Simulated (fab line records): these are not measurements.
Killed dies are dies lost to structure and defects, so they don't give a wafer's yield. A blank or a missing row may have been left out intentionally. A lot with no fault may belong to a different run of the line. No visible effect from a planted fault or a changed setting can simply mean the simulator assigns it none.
fab line records	flow sfq-line
record lots=14	wafers=42	last-day=88
route steps=325 shown M6@253 I7@297 M8@317
lots with no fault: from the same line, run without faults
start-h: hours from the record's opening day to when the first of the lot's shown wafers began	wait-h: hours from the lot's prior step to this one	" repeats the value in the row above	L1.1+2: one row covering several wafers at once	- no value, or no start was given	* or withheld: withheld	< > ~ a bound
route shown NAME@n: names a module that has steps shown in the file, with the first one's number in the route	usual: mean/standard deviation taken from wafers without a fault	same: alike in all rows	chamber/n: place in a boat	sites: the reading at each site	_std_site: standard deviation across them	_edge_site: outer sites' mean less inner sites'	radius-mm: how far each site lies from the wafer's centre	mask NAME#n: copy n	behind: tool/chamber where the wafer was last shaped	hold: what put the lot on hold/how long, in hours/how the hold closed	device: the transistor (n, p or np) that didn't switch	end of line: at the end of the route, the tests of the same wafers	where a step has no rows: the recipe by itself	killed: count of dies lost to structure and defects at first sort (not the wafer's yield)	map: a wafer's dies, x killed, . not, _ none there
set.NAME: the run value of the setting; set.NAME@STEP: its run value at that earlier step	model.NAME: the simulator's own value behind a step, which no gauge read
route steps across a sampled set of lots; one table per step, one row per wafer
services: the hour from which a tool's chamber was out of use, counted from the record's first day as start-h (under 0 if before that day), plus the number of hours and why
## steps
# step SFQ_M6_RS_MEAS_938
# recipe thk-meas-gauge=four-point-probe	reads=Nb_of_TRILAYER_M6_DEP_SPUTTER_157
# usual M6_NB_RS=0.888/0.01
lot.wafer	tool	chamber	start-h	wait-h	M6_NB_RS[ohm/sq]
L713.1	film-metro-02	-	1476.99	0.0	0.878
L713.5	"	-	"	"	0.878
L713.6	"	-	"	"	0.865
L714.3	film-metro-03	-	1480.63	0.1	0.891
L714.4	"	-	"	"	0.884
L714.6	"	-	"	"	0.894
L716.1	film-metro-02	-	1495.13	0.0	0.870
L716.2	"	-	"	"	0.877
L716.4	"	-	"	"	0.893
L717.4	film-metro-03	-	1540.75	0.1	0.891
L717.5	"	-	"	"	0.887
L717.6	"	-	"	"	0.891
L718.2	film-metro-02	-	1547.91	0.1	0.879
L718.3	"	-	"	"	0.869
L718.4	"	-	"	"	0.869
L719.2	film-metro-01	-	1549.23	0.1	0.889
L719.4	"	-	"	"	0.891
L719.5	"	-	"	"	0.882
L720.1	film-metro-03	-	1550.54	0.0	0.886
L720.4	"	-	"	"	0.877
L720.5	"	-	"	"	0.882
L721.2	film-metro-03	-	1693.17	0.1	0.902
L721.4	"	-	"	"	0.889
L721.6	"	-	"	"	0.900
L722.1	film-metro-02	-	1705.44	0.0	0.885
L722.3	"	-	"	"	0.881
L722.4	"	-	"	"	0.891
L728.2	film-metro-02	-	1872.36	0.1	0.888
L728.4	"	-	"	"	0.881
L728.6	"	-	"	"	0.881
L729.1	film-metro-01	-	1874.56	0.0	0.885
L729.2	"	-	"	"	0.890
L729.5	"	-	"	"	0.891
L730.1	film-metro-01	-	1895.93	0.0	0.894
L730.2	"	-	"	"	0.900
L730.5	"	-	"	"	0.909
L731.1	film-metro-01	-	1898.33	0.0	0.902
L731.3	"	-	"	"	0.896
L731.6	"	-	"	"	0.894
L732.1	film-metro-03	-	1908.53	0.0	0.908
L732.3	"	-	"	"	0.897
L732.4	"	-	"	"	0.901
# step SFQ_TRILAYER_I7_CMP_CMP_184
# recipe material=SiO2	down-force-psi=3	platen-rpm=60	pad-velocity-m-s=0.94248
# usual edge-zone-pressure-frac=1.001/0.0052	head-pressure-psi=3.000/0.0065	motor-current-A=10.2/0.78	time-to-endpoint-s=215/7.7
lot.wafer	tool	chamber	start-h	wait-h	edge-zone-pressure-frac	head-pressure-psi	motor-current-A	time-to-endpoint-s
L713.1	cmp-02	1	1751.38	1.4	1.001	3.013	9.7	218
L713.6	"	3	1752.38	2.4	0.999	2.994	11.0	222
L713.5	"	0	"	"	1.004	2.998	9.4	219
L714.3	cmp-01	3	1756.11	0.5	1.000	3.014	10.7	203
L714.4	"	1	1757.11	1.5	0.988	3.000	10.2	225
L714.6	"	2	"	"	1.000	2.987	10.5	220
L716.2	cmp-01	3	1759.62	0.0	0.996	2.991	10.4	203
L716.4	"	0	"	"	1.001	2.994	9.4	225
L716.1	"	2	1761.12	1.5	0.999	3.015	10.7	205
L717.4	cmp-02	2	1807.08	0.5	0.998	2.989	9.6	212
L717.6	"	1	1808.58	2.0	0.997	2.992	9.8	218
L717.5	"	2	"	"	0.997	2.991	9.2	208
L718.2	cmp-01	1	1811.15	0.0	1.001	3.006	10.6	220
L718.3	"	3	1812.15	1.0	1.003	2.997	11.0	205
L718.4	"	0	"	"	1.001	3.005	9.1	223
L719.2	cmp-01	2	1814.65	1.2	1.009	3.001	10.6	208
L719.4	"	0	1815.65	2.1	0.998	2.996	9.5	219
L719.5	"	1	"	"	1.001	3.001	10.9	222
L720.1	cmp-02	3	1817.93	0.0	1.001	3.004	12.0	207
L720.4	"	2	1819.43	1.5	0.991	2.996	8.9	210
L720.5	"	0	1820.43	2.5	0.992	3.005	9.6	220
L721.2	cmp-01	2	1935.58	0.0	1.006	2.985	10.5	214
L721.4	"	0	1936.58	1.0	0.998	3.003	9.3	225
L721.6	"	3	1938.08	2.5	1.000	3.002	10.4	211
L722.1	cmp-01	1	1938.58	0.6	1.003	2.994	10.7	223
L722.4	"	2	"	"	1.002	3.001	10.7	223
L722.3	"	0	1940.08	2.1	0.998	2.997	9.1	223
L728.4	cmp-02	2	1999.08	0.5	1.007	3.002	9.4	219
L728.2	"	0	2000.08	1.6	1.005	3.008	9.8	211
L728.6	"	1	"	"	1.009	3.006	9.9	216
L729.1	cmp-01	3	2000.84	0.9	1.012	3.003	10.8	199
L729.2	"	0	"	"	0.995	2.996	9.5	210
L729.5	"	2	2002.34	2.3	0.998	2.998	10.7	211
L730.1	cmp-01	1	2012.94	0.0	0.999	3.012	10.9	221
L730.2	"	0	2014.44	1.5	1.005	3.003	9.4	216
L730.5	"	2	2015.44	2.5	1.001	2.992	9.9	218
L731.3	cmp-02	3	2074.80	0.5	1.003	2.993	11.4	213
L731.1	"	1	2075.80	1.5	0.998	2.991	9.8	208
L731.6	"	3	2076.80	2.5	1.001	2.999	10.3	216
L732.4	cmp-02	3	2083.22	0.5	1.003	3.006	11.8	216
L732.3	"	0	"	"	0.990	3.002	10.0	211
L732.1	"	1	"	"	0.998	2.995	9.5	205
# step SFQ_TRILAYER_I7_VIA_BARC_OPEN_VIA_ETCH_260
# recipe mask-material=PR	chemistry=O2	target-depth-nm=125	target=BARC	source-w=500	bias-w=80	pressure-mtorr=30	time-s=41.7
# usual drypump-motor-current-A=5.9/0.53	oes-product-au=0.685/0.005
lot.wafer	tool	chamber	start-h	wait-h	drypump-motor-current-A	oes-product-au	rf-hours-counter-h
L713.1	rie-diel-04	0	1866.55	0.0	6.3	0.686	15
L713.5	"	3	"	"	6.7	0.678	-
L713.6	"	0	"	"	6.3	0.685	-
L714.3	rie-diel-02	3	1872.55	0.0	5.6	0.682	18
L714.4	"	0	"	"	6.1	0.688	8
L714.6	"	3	"	"	5.6	0.688	-
L716.1	rie-diel-02	1	1880.54	0.0	6.3	0.681	19
L716.2	"	3	"	"	5.6	0.679	18
L716.4	"	2	"	"	6.1	0.692	15
L717.4	rie-diel-03	3	1923.74	0.0	6.1	0.685	17
L717.5	"	1	"	"	6.3	0.688	-
L717.6	"	0	"	"	5.0	0.678	-
L718.2	rie-diel-03	1	1927.34	0.0	6.3	0.682	3
L718.3	"	3	"	"	6.1	0.680	17
L718.4	"	0	"	"	4.9	0.686	4
L719.2	rie-diel-02	3	1932.14	0.0	5.6	0.681	18
L719.4	"	2	"	"	6.0	0.682	15
L719.5	"	3	"	"	5.6	0.687	-
L720.1	rie-diel-03	0	1933.47	0.0	4.9	0.693	4
L720.4	"	3	"	"	6.1	0.682	17
L720.5	"	0	"	"	4.9	0.687	-
L721.2	rie-diel-02	0	1943.01	0.0	6.2	0.680	8
L721.4	"	3	"	"	5.6	0.689	18
L721.6	"	3	"	"	5.6	0.679	-
L722.1	rie-diel-04	1	1945.41	0.0	5.2	0.685	2
L722.3	"	3	"	"	6.7	0.673	17
L722.4	"	2	"	"	6.5	0.691	13
L728.2	rie-diel-02	0	2008.03	0.0	6.1	0.690	9
L728.4	"	0	"	"	6.1	0.684	-
L728.6	"	2	"	"	6.0	0.691	-
L729.1	rie-diel-03	1	2009.23	0.0	6.3	0.686	5
L729.2	"	0	"	"	4.9	0.694	5
L729.5	"	0	"	"	4.9	0.682	-
L730.1	rie-diel-02	3	2052.39	0.0	5.6	0.685	2
L730.2	"	1	"	"	6.3	0.681	3
L730.5	"	1	"	"	6.3	0.694	-
L731.1	rie-diel-02	3	2109.86	0.0	5.6	0.685	2
L731.3	"	1	"	"	6.3	0.689	4
L731.6	"	1	"	"	6.3	0.690	-
L732.1	rie-diel-04	2	2111.06	0.0	6.5	0.688	15
L732.3	"	3	"	"	6.7	0.677	2
L732.4	"	2	"	"	6.5	0.685	-
# step SFQ_TRILAYER_M8_LITHO_DEVELOP_195
# recipe img-clear-s=15	time-s=55	resist=KrF
# usual chill-plate-temp-C=22.98/0.094	exhaust-pa=45.0/0.77
lot.wafer	tool	chamber	start-h	wait-h	chill-plate-temp-C	exhaust-pa
L713.1	litho-track-03	0	1978.85	0.1	22.92	45.5
L713.5	"	0	"	"	22.93	45.0
L713.6	"	0	"	"	22.92	45.0
L714.3	litho-track-04	0	1982.49	0.1	22.97	44.3
L714.4	"	0	"	"	22.95	44.3
L714.6	"	0	"	"	23.00	44.2
L716.1	litho-track-04	0	1986.05	0.1	23.05	44.1
L716.2	"	0	"	"	23.00	44.0
L716.4	"	0	"	"	23.10	45.3
L717.4	litho-track-04	0	2024.57	0.1	23.01	43.8
L717.5	"	0	"	"	22.99	45.3
L717.6	"	0	"	"	23.00	44.6
L718.2	litho-track-02	0	2026.92	0.1	23.02	46.5
L718.3	"	0	"	"	23.12	45.1
L718.4	"	0	"	"	22.91	44.4
L719.2	litho-track-04	-	2029.32	0.1	-	-
L719.4	"	-	"	"	-	-
L719.5	"	-	"	"	-	-
L720.1	litho-track-02	-	2031.70	0.1	-	-
L720.4	"	-	"	"	-	-
L720.5	"	-	"	"	-	-
L721.2	litho-track-04	0	2035.32	0.1	23.01	43.9
L721.4	"	0	"	"	23.14	45.2
L721.6	"	0	"	"	23.04	43.8
L722.1	litho-track-02	0	2037.70	0.1	23.06	44.1
L722.3	"	0	"	"	22.99	45.0
L722.4	"	0	"	"	22.90	45.8
L728.2	litho-track-04	0	2069.17	0.1	22.86	43.2
L728.4	"	0	"	"	22.74	44.7
L728.6	"	0	"	"	22.91	45.2
L729.1	litho-track-02	0	2071.55	0.1	22.90	45.1
L729.2	"	0	"	"	22.90	46.0
L729.5	"	0	"	"	22.85	44.3
L730.1	litho-track-04	0	2108.48	0.1	23.06	45.1
L730.2	"	0	"	"	22.97	47.2
L730.5	"	0	"	"	22.96	44.9
L731.1	litho-track-02	0	2119.28	0.1	22.88	45.3
L731.3	"	0	"	"	23.06	45.1
L731.6	"	0	"	"	22.96	45.7
L732.1	litho-track-02	0	2120.48	0.1	22.96	46.1
L732.3	"	0	"	"	22.97	45.9
L732.4	"	0	"	"	23.08	45.4
## services
tool	chamber	start-h	hours	kind
cmp-02	-	1746.16	3.5	repair
cmp-02	-	1748.47	1.9	repair
cmp-02	-	1771.92	4.0	pm
cmp-01	-	1802.37	0.8	repair
rie-diel-02	-	1817.64	0.6	repair
cmp-01	-	1861.69	0.3	repair
cmp-01	-	1864.30	0.6	repair
cmp-01	-	1874.88	11.3	pm
rie-diel-02	0	1898.81	30.8	repair
rie-diel-02	-	1912.09	15.6	pm
cmp-01	-	1917.11	0.8	repair
cmp-01	-	1941.58	4.0	pm
cmp-01	-	1948.58	3.9	pm
rie-diel-02	-	1956.03	0.5	repair
rie-diel-02	0	1958.56	5.9	repair
rie-diel-02	-	1984.80	14.6	pm
cmp-01	-	1991.93	2.2	pm
cmp-01	-	2025.01	4.3	repair
cmp-01	-	2026.00	2.5	repair
rie-diel-02	0	2043.47	16.9	repair
cmp-01	-	2045.54	4.9	repair
rie-diel-02	2	2069.61	4.0	repair
rie-diel-02	2	2091.25	1.5	repair
cmp-01	-	2111.55	0.7	repair
## key
first-sign step=SFQ_TRILAYER_M8_LITHO_DEVELOP_195	reading=tool-record	direction=missing
effect none on later readings
met-at SFQ_TRILAYER_M8_LITHO_DEVELOP_195
struck-lots L719,L720
not-acting-at SFQ_M6_RS_MEAS_938,SFQ_TRILAYER_I7_CMP_CMP_184,SFQ_TRILAYER_I7_VIA_BARC_OPEN_VIA_ETCH_260
onset-between 2026.92 2029.32
fault kind=skipped-step-whole	tool=litho-track-02,litho-track-04	chamber=-	onset-h=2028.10	steps=SFQ_TRILAYER_M8_LITHO_DEVELOP_195	scope=struck-lots-only
